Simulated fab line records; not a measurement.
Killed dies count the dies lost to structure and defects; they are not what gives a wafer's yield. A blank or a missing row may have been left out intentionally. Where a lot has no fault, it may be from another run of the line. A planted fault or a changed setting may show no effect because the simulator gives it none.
Which tool was responsible? + flow sky130 + 72 wafers from 24 lots sampled at 5 of the route's 708 steps

== WHAT THE GAUGES READ, wafer by wafer ==
SKY_CONTACT_OVL_MEAS_15. Usual: CONTACT_OVL gives 1 nm (standard deviation 4.6).
| lot  | measured     | on         | CONTACT_OVL (nm) | flag |
|------|--------------|------------|------------------|------|
| L074 | day 31 15:56 | overlay-02 | 4 3 11           |      |
| L075 | day 32 12:48 | overlay-02 | -4 -5 -4         |      |
| L076 | day 32 19:17 | overlay-01 | -4 -2 -1         |      |
| L077 | day 32 21:59 | overlay-01 | 7 1 6            |      |
| L078 | day 33 05:53 | overlay-02 | 3 4 5            |      |
| L079 | day 33 15:48 | overlay-01 | 5 1 -3           |      |
| L080 | day 33 18:59 | overlay-01 | 1 1 -2           |      |
| L081 | day 34 05:48 | overlay-01 | 6 3 3            |      |
| L082 | day 34 18:43 | overlay-02 | 6 5 6            |      |
| L083 | day 34 19:49 | overlay-02 | 2 -1 -2          |      |
| L084 | day 35 03:28 | overlay-01 | -1 -4 -4         |      |
| L085 | day 35 13:29 | overlay-02 | 3 10 5           |      |
| L086 | day 35 20:20 | overlay-02 | -2 3 -5          |      |
| L087 | day 36 02:06 | overlay-02 | -4 -7 -6         |      |
| L088 | day 36 09:17 | overlay-02 | 2 5 4            |      |
| L089 | day 36 21:45 | overlay-01 | 3 0 4            |      |
| L090 | day 37 01:15 | overlay-01 | -5 3 8           |      |
| L091 | day 37 06:11 | overlay-01 | 6 1 2            |      |
| L092 | day 37 11:26 | overlay-01 | 5 6 -2           |      |
| L093 | day 37 15:03 | overlay-02 | 6 7 8            |      |
| L094 | day 37 22:53 | overlay-01 | -4 -6 2          |      |
| L095 | day 38 04:32 | overlay-02 | -11 -8 -2        |      |
| L096 | day 38 09:42 | overlay-02 | 1 1 -1           |      |
| L097 | day 38 19:33 | overlay-01 | 1 -1 7           |      |

SKY_VIA1_CD_MEAS_12 targets a cd of 150 nm. Usual: cdNm at 150.0 nm, with a standard deviation of 1.8.
| lot  | measured     | on       | cdNm (nm)         | flag |
|------|--------------|----------|-------------------|------|
| L074 | day 34 01:52 | cdSem-01 | 149.6 150.3 151.0 |      |
| L075 | day 34 20:55 | cdSem-02 | 146.7 147.6 147.3 |      |
| L076 | day 35 02:52 | cdSem-02 | 148.0 146.0 147.3 |      |
| L077 | day 35 06:28 | cdSem-01 | 148.3 150.4 150.8 |      |
| L078 | day 35 13:55 | cdSem-02 | 150.1 149.5 150.1 |      |
| L079 | day 35 23:14 | cdSem-02 | 151.7 150.4 150.9 |      |
| L080 | day 36 02:16 | cdSem-02 | 147.6 148.1 149.0 |      |
| L081 | day 36 13:47 | cdSem-02 | 147.0 150.5 150.0 |      |
| L082 | day 37 01:59 | cdSem-02 | 150.6 152.2 150.9 |      |
| L083 | day 37 02:19 | cdSem-01 | 151.8 152.1 152.6 |      |
| L084 | day 37 10:31 | cdSem-02 | 149.6 150.6 149.3 |      |
| L085 | day 37 19:10 | cdSem-01 | 150.5 147.4 148.6 |      |
| L086 | day 38 01:08 | cdSem-01 | 150.4 149.8 150.0 |      |
| L087 | day 38 07:38 | cdSem-01 | 151.1 151.8 151.8 |      |
| L088 | day 38 14:55 | cdSem-01 | 148.9 147.0 148.9 |      |
| L089 | day 39 02:41 | cdSem-02 | 150.4 149.9 150.4 |      |
| L090 | day 39 06:04 | cdSem-01 | 149.6 150.0 150.2 |      |
| L091 | day 39 11:38 | cdSem-01 | 152.1 153.6 152.2 |      |
| L092 | day 39 16:43 | cdSem-01 | 149.9 149.2 150.0 |      |
| L093 | day 39 19:23 | cdSem-01 | 153.0 154.2 151.4 |      |
| L094 | day 40 03:55 | cdSem-01 | 154.9 152.9 152.7 |      |
| L095 | day 40 09:22 | cdSem-02 | 150.0 151.0 149.8 |      |
| L096 | day 40 15:58 | cdSem-01 | 148.1 148.6 149.0 |      |
| L097 | day 41 01:49 | cdSem-01 | 151.8 150.5 149.4 |      |

== EACH LOT AND THE TOOL THAT RAN IT (in order: tool; ch and the chambers of the sampled wafers; start) ==
| lot  | SKY_LOCAL_INTERCONNECT_ETCH_13   | SKY_CONTACT_CMP_04            | SKY_CONTACT_CVD_24           |
|------|----------------------------------|-------------------------------|------------------------------|
| L074 | rieMetal-03 ch 0,1, day 30 11:04 | cmp-01 ch 1,2,3, day 30 12:03 | cvdW-02 ch 0,1, day 31 16:50 |
| L075 | rieMetal-01 ch 0,1, day 31 08:20 | cmp-02 ch 0,2, day 31 09:18   | cvdW-02 ch 0,1, day 32 13:38 |
| L076 | rieMetal-03 ch 0,1, day 31 14:02 | cmp-01 ch 0,1,3, day 31 14:57 | cvdW-01 ch 0,1, day 32 20:07 |
| L077 | rieMetal-04 ch 0,1, day 31 16:56 | cmp-01 ch 1,2, day 31 17:50   | cvdW-02 ch 0,1, day 32 22:50 |
| L078 | rieMetal-04 ch 0,1, day 32 01:26 | cmp-01 ch 0,1,3, day 32 02:21 | cvdW-01 ch 0,1, day 33 06:43 |
| L079 | rieMetal-03 ch 0,1, day 32 11:41 | cmp-02 ch 2,3, day 32 12:36   | cvdW-01 ch 0,1, day 33 16:37 |
| L080 | rieMetal-04 ch 0,1, day 32 14:43 | cmp-01 ch 0,1,2, day 32 15:39 | cvdW-01 ch 0,1, day 33 19:49 |
| L081 | rieMetal-01 ch 0,1, day 33 01:41 | cmp-01 ch 0,1,2, day 33 02:43 | cvdW-01 ch 0,1, day 34 06:37 |
| L082 | rieMetal-01 ch 0,1, day 33 14:26 | cmp-02 ch 0,3, day 33 15:21   | cvdW-02 ch 0, day 34 19:36   |
| L083 | rieMetal-01 ch 0, day 33 15:29   | cmp-02 ch 0,1,2, day 33 16:31 | cvdW-02 ch 0, day 34 20:39   |
| L084 | rieMetal-03 ch 0,1, day 34 00:04 | cmp-02 ch 0,1,2, day 34 01:07 | cvdW-01 ch 0,1, day 35 04:18 |
| L085 | rieMetal-03 ch 0,1, day 34 09:46 | cmp-01 ch 0,1,3, day 34 10:43 | cvdW-01 ch 0,1, day 35 14:19 |
| L086 | rieMetal-03 ch 0,1, day 34 17:22 | cmp-01 ch 0,1,2, day 34 18:33 | cvdW-01 ch 0,1, day 35 21:14 |
| L087 | rieMetal-03 ch 0,1, day 34 22:10 | cmp-02 ch 2,3, day 34 23:07   | cvdW-02 ch 0,1, day 36 02:55 |
| L088 | rieMetal-03 ch 0,1, day 35 06:13 | cmp-01 ch 0,1,2, day 35 07:09 | cvdW-02 ch 0,1, day 36 10:07 |
| L089 | rieMetal-03 ch 0,1, day 35 18:40 | cmp-01 ch 0,1,2, day 35 19:38 | cvdW-01 ch 0,1, day 36 22:35 |
| L090 | rieMetal-03 ch 0,1, day 35 22:26 | cmp-02 ch 1,2, day 35 23:23   | cvdW-02 ch 0,1, day 37 02:06 |
| L091 | rieMetal-04 ch 0,1, day 36 03:05 | cmp-01 ch 2,3, day 36 04:00   | cvdW-01 ch 0,1, day 37 07:03 |
| L092 | rieMetal-01 ch 0,1, day 36 08:25 | cmp-02 ch 0,1,2, day 36 09:23 | cvdW-01 ch 0,1, day 37 12:20 |
| L093 | rieMetal-04 ch 0, day 36 12:11   | cmp-01 ch 0,2, day 36 13:16   | cvdW-02 ch 0,1, day 37 15:52 |
| L094 | rieMetal-03 ch 0,1, day 36 19:31 | cmp-02 ch 0,1,2, day 36 20:33 | cvdW-01 ch 0,1, day 37 23:42 |
| L095 | rieMetal-03 ch 0,1, day 37 02:31 | cmp-02 ch 0,1,3, day 37 03:26 | cvdW-02 ch 0,1, day 38 05:22 |
| L096 | rieMetal-03 ch 0,1, day 37 06:45 | cmp-01 ch 0,1,3, day 37 07:53 | cvdW-01 ch 0,1, day 38 10:34 |
| L097 | rieMetal-03 ch 0, day 37 16:25   | cmp-01 ch 0,2,3, day 37 17:35 | cvdW-02 ch 0,1, day 38 20:23 |
- SKY_LOCAL_INTERCONNECT_ETCH_13: etches BARC in N2/H2, stops on SiO2, time 45.9 s, target depth 60 nm.
- SKY_CONTACT_CMP_04: polishes SiO2.
- SKY_CONTACT_CVD_24: deposits W, target thk 340 nm, time 102.12 s.

== AS READ BY THE TOOLS THEMSELVES (means over the sampled wafers that have a number; for cases with no such wafer, the mark the record gives instead) ==
SKY_LOCAL_INTERCONNECT_ETCH_13. Usual: drypumpMotorCurrentA 5.5 A, standard deviation 0.37; oesProductAu 0.854 a.u., standard deviation 0.005; throttleValvePct 13.224 %, standard deviation 0.0086.
| lot  | tool        | drypumpMotorCurrentA (A) | oesProductAu (a.u.) | throttleValvePct (%) | flag |
|------|-------------|--------------------------|---------------------|----------------------|------|
| L074 | rieMetal-03 | 5.4                      | 0.850               | 13.217               |      |
| L075 | rieMetal-01 | 5.3                      | 0.852               | 13.216               |      |
| L076 | rieMetal-03 | 5.7                      | 0.853               | 13.227               |      |
| L077 | rieMetal-04 | 5.2                      | 0.859               | 13.223               |      |
| L078 | rieMetal-04 | 5.1                      | 0.856               | 13.216               |      |
| L079 | rieMetal-03 | 5.7                      | 0.858               | 13.227               |      |
| L080 | rieMetal-04 | 5.4                      | 0.856               | 13.222               |      |
| L081 | rieMetal-01 | 5.3                      | 0.852               | 13.224               |      |
| L082 | rieMetal-01 | 5.4                      | 0.861               | 13.228               |      |
| L083 | rieMetal-01 | 5.4                      | 0.849               | 13.224               |      |
| L084 | rieMetal-03 | 5.7                      | 0.852               | 13.225               |      |
| L085 | rieMetal-03 | 5.4                      | 0.848               | 13.222               |      |
| L086 | rieMetal-03 | 5.7                      | 0.852               | 13.226               |      |
| L087 | rieMetal-03 | 5.5                      | 0.852               | 13.223               |      |
| L088 | rieMetal-03 | 5.7                      | 0.854               | 13.226               |      |
| L089 | rieMetal-03 | 5.5                      | 0.852               | 13.214               |      |
| L090 | rieMetal-03 | 5.7                      | 0.856               | 13.227               |      |
| L091 | rieMetal-04 | 5.4                      | 0.857               | 13.219               |      |
| L092 | rieMetal-01 | 5.3                      | 0.851               | 13.213               |      |
| L093 | rieMetal-04 | 5.5                      | 0.855               | 13.228               |      |
| L094 | rieMetal-03 | 5.5                      | 0.852               | 13.225               |      |
| L095 | rieMetal-03 | 5.5                      | 0.855               | 13.229               |      |
| L096 | rieMetal-03 | 5.4                      | 0.854               | 13.221               |      |
| L097 | rieMetal-03 | 5.2                      | 0.857               | 13.218               |      |

SKY_CONTACT_CMP_04. Usual: motorCurrentA 12.2 A, standard deviation 0.87; timeToEndpointS 83 s, standard deviation 4.
| lot  | tool   | motorCurrentA (A) | timeToEndpointS (s) | flag |
|------|--------|-------------------|---------------------|------|
| L074 | cmp-01 | 12.3              | 79                  |      |
| L075 | cmp-02 | 11.0              | 82                  |      |
| L076 | cmp-01 | 12.6              | 86                  |      |
| L077 | cmp-01 | 12.8              | 85                  |      |
| L078 | cmp-01 | 12.5              | 86                  |      |
| L079 | cmp-02 | 11.7              | 87                  |      |
| L080 | cmp-01 | 12.3              | 83                  |      |
| L081 | cmp-01 | 12.7              | 84                  |      |
| L082 | cmp-02 | 10.7              | 82                  |      |
| L083 | cmp-02 | 11.6              | 81                  |      |
| L084 | cmp-02 | 11.5              | 82                  |      |
| L085 | cmp-01 | 13.0              | 89                  |      |
| L086 | cmp-01 | 12.7              | 80                  |      |
| L087 | cmp-02 | 11.5              | 85                  |      |
| L088 | cmp-01 | 12.8              | 79                  |      |
| L089 | cmp-01 | 12.9              | 81                  |      |
| L090 | cmp-02 | 11.8              | 79                  |      |
| L091 | cmp-01 | 13.0              | 79                  |      |
| L092 | cmp-02 | 11.6              | 81                  |      |
| L093 | cmp-01 | 12.8              | 85                  |      |
| L094 | cmp-02 | 11.3              | 87                  |      |
| L095 | cmp-02 | 11.8              | 82                  |      |
| L096 | cmp-01 | 12.5              | 79                  |      |
| L097 | cmp-01 | 12.3              | 84                  |      |

SKY_CONTACT_CVD_24. Usual: heaterPowerW 890 W, standard deviation 45; susceptorTempC 400.03 C, standard deviation 0.23.
| lot  | tool    | heaterPowerW (W) | susceptorTempC (C) | flag |
|------|---------|------------------|--------------------|------|
| L074 | cvdW-02 | 909              | 399.94             |      |
| L075 | cvdW-02 | 901              | 400.08             |      |
| L076 | cvdW-01 | 861              | 399.97             |      |
| L077 | cvdW-02 | 907              | 400.02             |      |
| L078 | cvdW-01 | 849              | 399.90             |      |
| L079 | cvdW-01 | 876              | 399.71             |      |
| L080 | cvdW-01 | 849              | 400.06             |      |
| L081 | cvdW-01 | 861              | 400.24             |      |
| L082 | cvdW-02 | 881              | 400.19             |      |
| L083 | cvdW-02 | 896              | 400.11             |      |
| L084 | cvdW-01 | 861              | 400.08             |      |
| L085 | cvdW-01 | 858              | 399.93             |      |
| L086 | cvdW-01 | 859              | 399.96             |      |
| L087 | cvdW-02 | 918              | 399.89             |      |
| L088 | cvdW-02 | 922              | 400.12             |      |
| L089 | cvdW-01 | 862              | 399.80             |      |
| L090 | cvdW-02 | 956              | 400.23             |      |
| L091 | cvdW-01 | 876              | 400.09             |      |
| L092 | cvdW-01 | 858              | 399.88             |      |
| L093 | cvdW-02 | 945              | 400.14             |      |
| L094 | cvdW-01 | 859              | 399.62             |      |
| L095 | cvdW-02 | 939              | 399.92             |      |
| L096 | cvdW-01 | 875              | 400.19             |      |
| L097 | cvdW-02 | 933              | 400.05             |      |

== THE ANSWER, worked out from the rows above alone ==
Rule: a lot is off if the mean of its wafers that have a number lies more than 3 standard deviations from the usual mean. Also off: a lot with no number at a reading for which 4 or more lots have one. All remaining lots with rows at the step are treated as sound. First the gauges in route order, then the tools' own readings, where a lot's mean is used as printed above. At the first step where some lot is off, the reading lying furthest off is the one used; lots without a number count as furthest.
None of the lots is off at any reading shown; this tells nothing.

== WHAT HAD BEEN PUT IN BY THE SIMULATOR ==
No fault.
